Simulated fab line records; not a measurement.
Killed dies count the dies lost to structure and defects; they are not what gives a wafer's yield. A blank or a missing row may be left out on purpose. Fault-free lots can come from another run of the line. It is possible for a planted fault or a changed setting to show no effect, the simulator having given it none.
2 desks looking at one fault    flow sky130    each desk holds nothing but its own numbers, with what lay behind them at the end

## FROM THE METROLOGY DESK
Means of the sampled wafers that have a number, per lot and without regard to the tool the lot ran on: this is what the gauges read. Marked OUT: a lot whose mean sits more than 4 standard deviations from the usual mean, which makes it out of limits; the brackets give that distance.
Columns: A = NWELL_TW at SKY_NWELL_TW_MEAS_15, usual 1810; B = VT_ADJUST_NCORE_OVL at SKY_VT_ADJUST_NCORE_OVL_MEAS_08, usual 1.2 nm; C = VT_ADJUST_PCH_TW at SKY_VT_ADJUST_PCH_TW_MEAS_10, usual 142.7; D = SONOS_ONO_OXIDATION_THK at SKY_SONOS_ONO_THK_MEAS_01, usual 2.62 nm
lot   first seen here  A     B     C      D
L868  day 4 15:47      1830  1.9   141.0  2.64
L869  day 4 17:50      1791  1.1   142.3  2.63
L870  day 5 03:50      1816  0.9   141.7  2.75
L871  day 5 08:17      1813  1.0   142.5  3.43 (+12) OUT
L872  day 5 09:57      1811  0.1   142.7  3.48 (+13) OUT
L873  day 5 21:47      1808  -0.2  142.1  3.51 (+13) OUT
L880  day 7 10:38      1818  1.8   145.1  2.74
L882  day 8 01:06      1817  1.2   141.0  2.62
L883  day 8 09:16      1802  1.7   141.1  2.64
L884  day 8 13:27      1802  0.4   145.6  2.62
L885  day 8 18:35      1815  3.3   144.5  2.58
L886  day 8 23:37      1807  2.2   141.4  2.53
L888  day 9 09:50      1801  -0.0  144.1  2.66
L889  day 9 14:56      1804  0.7   140.8  2.60
L890  day 9 20:23      1812  1.6   144.6  2.57
Per this desk, out of limits: L871, L872, L873; the first was L871, day 12 13:13 (SONOS_ONO_OXIDATION_THK at SKY_SONOS_ONO_THK_MEAS_01). L868, L869, L870, L880, L882, L883, L884, L885, L886, L888, L889, L890 stayed within limits.

## THE TOOL OWNER'S DESK: furnace-02
The tool's own readings at SKY_SONOS_ONO_OXIDATION_00 (stabilise 600 s, purge 300 s, target thk 2.6 nm): means of the sampled wafers that have a number, for each lot that ran on this tool. Marked OUT: a lot whose mean sits more than 4 standard deviations from the usual mean, which makes it out of limits; the brackets give that distance.
Columns: A = spikeTcCentreC at SKY_SONOS_ONO_OXIDATION_00, usual 800.2 C
lot   first seen here  A
L868  day 11 12:07     799.6
L869  day 11 17:56     799.7
L871  day 12 11:53     800.3
L872  day 12 11:53     799.7
L873  day 13 07:46     799.5
L884  day 16 22:55     799.5
L885  day 17 08:44     798.6
L886  day 17 13:08     798.8
L888  day 17 23:57     800.3
L889  day 18 10:08     800.0
L890  day 18 14:13     798.8
Finding of this desk: none of the 11 lots has anything out of limits.

## ALL TOGETHER
L871, L872, L873 would have let the metrology desk raise an alarm at day 12 13:13.
The tool owner's desk saw nothing out of limits.
The tool owner's desk has L871, L872, L873 on record, within its limits.
On furnace-02, each named lot ran SKY_SONOS_ONO_OXIDATION_00.

## WHAT WAS PUT IN BY THE SIMULATOR
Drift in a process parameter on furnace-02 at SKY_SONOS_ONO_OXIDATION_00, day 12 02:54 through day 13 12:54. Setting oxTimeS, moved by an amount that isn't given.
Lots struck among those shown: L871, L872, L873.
Time in hours between the start of the fault and the first out-of-limits reading at each desk: metrology desk, 10.
